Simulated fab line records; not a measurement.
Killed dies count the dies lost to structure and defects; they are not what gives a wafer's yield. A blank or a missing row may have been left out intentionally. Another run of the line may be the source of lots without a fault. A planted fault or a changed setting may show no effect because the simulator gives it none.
What tool caused it? -- flow sky130 -- 33 wafers from 11 lots sampled at 3 of the route's 708 steps

## WHAT THE GAUGES READ, wafer by wafer
SKY_CAPM_THK_MEAS_01.
lot,measured,on,CAPM_CVD_00_THK (nm)
L744,day 36 15:56,filmMetro-01,15.18 15.41 15.37
L747,day 37 16:35,filmMetro-03,14.96 15.11 15.59
L749,day 37 20:44,filmMetro-04,15.26 15.05 15.40
L751,day 38 17:56,filmMetro-01,15.38 15.38 15.36
L753,day 39 00:34,filmMetro-01,15.02 15.27 15.67
L757,day 40 09:59,filmMetro-04,15.41 15.80 15.79
L758,day 40 15:11,filmMetro-04,15.31 15.32 15.57
L760,day 41 04:45,filmMetro-01,15.69 15.34 15.65
L762,day 42 03:26,filmMetro-01,15.68 15.41 15.72
L764,day 42 09:07,filmMetro-01,15.27 15.58 15.64
L765,day 42 14:53,filmMetro-01,15.28 15.39 15.37

## WHAT TOOL EACH LOT RAN ON (gives the tool, then ch and the chambers of the sampled wafers, and finally the start)
lot,SKY_VIA2_ETCH_14,SKY_CAPM_CVD_00
L744,"rieDiel-04 ch 1,2, day 36 14:22","pecvd-01 ch 0,1, day 36 15:55"
L747,"rieDiel-02 ch 0,1,3, day 37 15:02","pecvd-01 ch 0,2, day 37 16:33"
L749,"rieDiel-03 ch 2,3, day 37 19:10","pecvd-01 ch 0,1,2, day 37 20:42"
L751,"rieDiel-04 ch 0,1, day 38 16:22","pecvd-04 ch 0,2, day 38 17:54"
L753,"rieDiel-02 ch 0,2, day 38 23:01","pecvd-01 ch 0,2, day 39 00:32"
L757,"rieDiel-03 ch 1,2, day 40 08:25","pecvd-01 ch 1,2, day 40 09:56"
L758,"rieDiel-03 ch 2,3, day 40 13:38","pecvd-02 ch 0,1, day 40 15:09"
L760,"rieDiel-03 ch 1,2,3, day 41 02:56","pecvd-02 ch 0,1, day 41 04:41"
L762,"rieDiel-03 ch 1,3, day 42 01:53","pecvd-02 ch 0,1, day 42 03:25"
L764,"rieDiel-04 ch 0,1,3, day 42 07:34","pecvd-01 ch 0,1, day 42 09:05"
L765,"rieDiel-02 ch 0,1,3, day 42 13:08","pecvd-04 ch 0,1, day 42 14:50"
- SKY_VIA2_ETCH_14: etches BARC in N2/H2, stops on SiO2, time 45.9 s, target depth 60 nm.
- SKY_CAPM_CVD_00: deposits SiO2, target thk 15.5 nm.

## AS READ BY THE TOOLS THEMSELVES (means over the sampled wafers that have a number; for cases with no such wafer, the mark the record gives instead)
SKY_VIA2_ETCH_14.
lot,tool,chamberPressureMTorr (mTorr),drypumpMotorCurrentA (A),n2FlowSccm (sccm),oesProductAu (a.u.),throttleValvePct (%)
L744,rieDiel-04,30.009,5.6,100.01,0.851,13.227
L747,rieDiel-02,29.994,5.8,100.25,0.855,13.227
L749,rieDiel-03,29.976,5.5,99.91,0.855,13.228
L751,rieDiel-04,29.989,6.1,99.86,0.858,13.229
L753,rieDiel-02,30.014,5.6,99.93,0.855,13.224
L757,rieDiel-03,29.992,5.8,99.86,0.856,13.221
L758,rieDiel-03,30.007,5.5,100.18,0.853,13.227
L760,rieDiel-03,29.989,5.7,99.77,0.853,13.234
L762,rieDiel-03,30.002,5.1,100.15,0.858,13.221
L764,rieDiel-04,29.998,6.0,100.07,0.853,13.225
L765,rieDiel-02,30.016,5.8,100.05,0.863,13.222

SKY_CAPM_CVD_00.
lot,tool,heaterPowerOuterW (W),heaterPowerW (W)
L744,pecvd-01,473,794
L747,pecvd-01,476,807
L749,pecvd-01,440,744
L751,pecvd-04,424,691
L753,pecvd-01,470,778
L757,pecvd-01,390,673
L758,pecvd-02,412,724
L760,pecvd-02,406,720
L762,pecvd-02,393,709
L764,pecvd-01,482,806
L765,pecvd-04,389,640

## THE ANSWER, worked out from the rows above alone
Rule: what is usual is taken from the lots themselves. Put in order of their means at a reading, lots are off if they are a third of the lots or fewer, leave a main group of 4 or more, and stand apart from it by a gap of 3 or more times the standard deviation of the main group's means; of several such gaps the widest counts. Not used: any main group whose means are identical at the precision the tables above print for the reading. Also off: a lot with no number at a reading for which 4 or more lots have one. Any other lot the step has rows for is counted as sound. The gauges are gone through in route order, then the tools' own readings, and for those a lot's mean is taken as printed above. The first step at which some lot is off is used, and at that step the reading that is off furthest; a lot without a number counts as furthest.
No lot is off on any of the readings shown, so nothing can be concluded from this.

## WHAT THE SIMULATOR PUT IN
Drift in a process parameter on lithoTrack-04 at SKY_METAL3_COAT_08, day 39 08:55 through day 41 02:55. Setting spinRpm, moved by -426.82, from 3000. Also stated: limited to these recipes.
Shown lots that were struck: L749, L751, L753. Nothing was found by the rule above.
